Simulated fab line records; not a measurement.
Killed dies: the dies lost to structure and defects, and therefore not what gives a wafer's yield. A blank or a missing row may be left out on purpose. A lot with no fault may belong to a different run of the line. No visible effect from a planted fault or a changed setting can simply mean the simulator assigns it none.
Which of the tools did it? | flow sky130 | Sampling: 12 lots, 36 wafers, 3 of 708 route steps

## WHAT EACH GAUGE READ, for each wafer
SKY_VIA4_THK_MEAS_20: measures by xrf. Usual: for VIA4_W_THK the level is 479 nm and the standard deviation is 7.5.
lot  | measured     | on            | VIA4_W_THK (nm) | flag
L906 | day 42 05:01 | film metro-04 | 490 490 485     |
L907 | day 42 11:07 | film metro-01 | 478 473 478     |
L908 | day 43 01:34 | film metro-04 | 472 475 472     |
L909 | day 43 14:14 | film metro-01 | 475 471 472     |
L910 | day 44 00:56 | film metro-01 | 467 469 468     |
L911 | day 44 02:13 | film metro-04 | 483 475 480     |
L913 | day 44 16:26 | film metro-01 | 474 480 470     |
L914 | day 44 21:34 | film metro-02 | 476 482 478     |
L915 | day 45 03:08 | film metro-04 | 486 485 487     |
L916 | day 45 09:20 | film metro-02 | 486 483 483     |
L922 | day 46 21:37 | film metro-01 | 473 476 466     |
L928 | day 48 19:20 | film metro-01 | 480 479 477     |

## EACH LOT AND THE TOOL THAT RAN IT (in order: tool; ch and the chambers of the sampled wafers; start)
lot  | SKY_METAL2_SPUTTER_03        | SKY_VIA4_CVD_18
L906 | pvd sputter-02, day 33 09:19 | cvd w-02 ch 0,1, day 42 04:45
L907 | pvd sputter-03, day 33 16:56 | cvd w-01 ch 0,1, day 42 10:50
L908 | pvd sputter-02, day 34 09:13 | cvd w-02 ch 0,1, day 43 01:18
L909 | pvd sputter-01, day 34 21:59 | cvd w-02 ch 1, day 43 13:57
L910 | pvd sputter-03, day 35 07:05 | cvd w-01 ch 0,1, day 44 00:40
L911 | pvd sputter-02, day 35 08:55 | cvd w-01 ch 0,1, day 44 01:56
L913 | pvd sputter-01, day 36 06:56 | cvd w-01 ch 0,1, day 44 16:10
L914 | pvd sputter-03, day 36 10:41 | cvd w-01 ch 0,1, day 44 21:17
L915 | pvd sputter-01, day 36 18:02 | cvd w-02 ch 0,1, day 45 02:54
L916 | pvd sputter-01, day 37 04:14 | cvd w-02 ch 0,1, day 45 09:04
L922 | pvd sputter-01, day 38 23:35 | cvd w-02 ch 0,1, day 46 21:23
L928 | pvd sputter-01, day 41 05:27 | cvd w-02 ch 0,1, day 48 19:03
- SKY_METAL2_SPUTTER_03: material Ti, target thk 5 nm, time 3.3 s.
- SKY_VIA4_CVD_18: deposits W, target thk 505 nm, time 152.14 s.

## WHAT THE TOOLS THEMSELVES READ (means of the sampled wafers that have a number; where no wafer has one, the mark that the record gives instead)
SKY_METAL2_SPUTTER_03. Usual: throttle valve pct reads 30.0 % (standard deviation 1.4).
lot  | tool           | throttle valve pct (%) | flag
L906 | pvd sputter-02 | 30.0                   |
L907 | pvd sputter-03 | 28.8                   |
L908 | pvd sputter-02 | 31.0                   |
L909 | pvd sputter-01 | 30.6                   |
L910 | pvd sputter-03 | 31.1                   |
L911 | pvd sputter-02 | 29.7                   |
L913 | pvd sputter-01 | 30.8                   |
L914 | pvd sputter-03 | 29.5                   |
L915 | pvd sputter-01 | 30.1                   |
L916 | pvd sputter-01 | 30.2                   |
L922 | pvd sputter-01 | 30.0                   |
L928 | pvd sputter-01 | 30.8                   |

SKY_VIA4_CVD_18. Usual: heater power w reads 801 W (standard deviation 60).
lot  | tool     | heater power w (W) | flag
L906 | cvd w-02 | 781                |
L907 | cvd w-01 | 797                |
L908 | cvd w-02 | 770                |
L909 | cvd w-02 | 808                |
L910 | cvd w-01 | 806                |
L911 | cvd w-01 | 845                |
L913 | cvd w-01 | 802                |
L914 | cvd w-01 | 794                |
L915 | cvd w-02 | 778                |
L916 | cvd w-02 | 793                |
L922 | cvd w-02 | 788                |
L928 | cvd w-02 | 801                |

## THE ANSWER, worked out from the rows above alone
Rule: take the mean of a lot's wafers that have a number; if it is more than 3 standard deviations from the usual mean, the lot is off. Also off: a lot with no number at a reading for which 4 or more lots have one. Where the step has rows for the other lots, those lots are counted as sound. After the gauges, taken in route order, come the tools' own readings; for these a lot's mean is taken, as printed above. At the first step where some lot is off, the reading lying furthest off is the one used; lots without a number count as furthest.
Across all readings shown, no lot is off: no conclusion can be drawn from this.

## WHAT THE SIMULATOR HAD PUT IN
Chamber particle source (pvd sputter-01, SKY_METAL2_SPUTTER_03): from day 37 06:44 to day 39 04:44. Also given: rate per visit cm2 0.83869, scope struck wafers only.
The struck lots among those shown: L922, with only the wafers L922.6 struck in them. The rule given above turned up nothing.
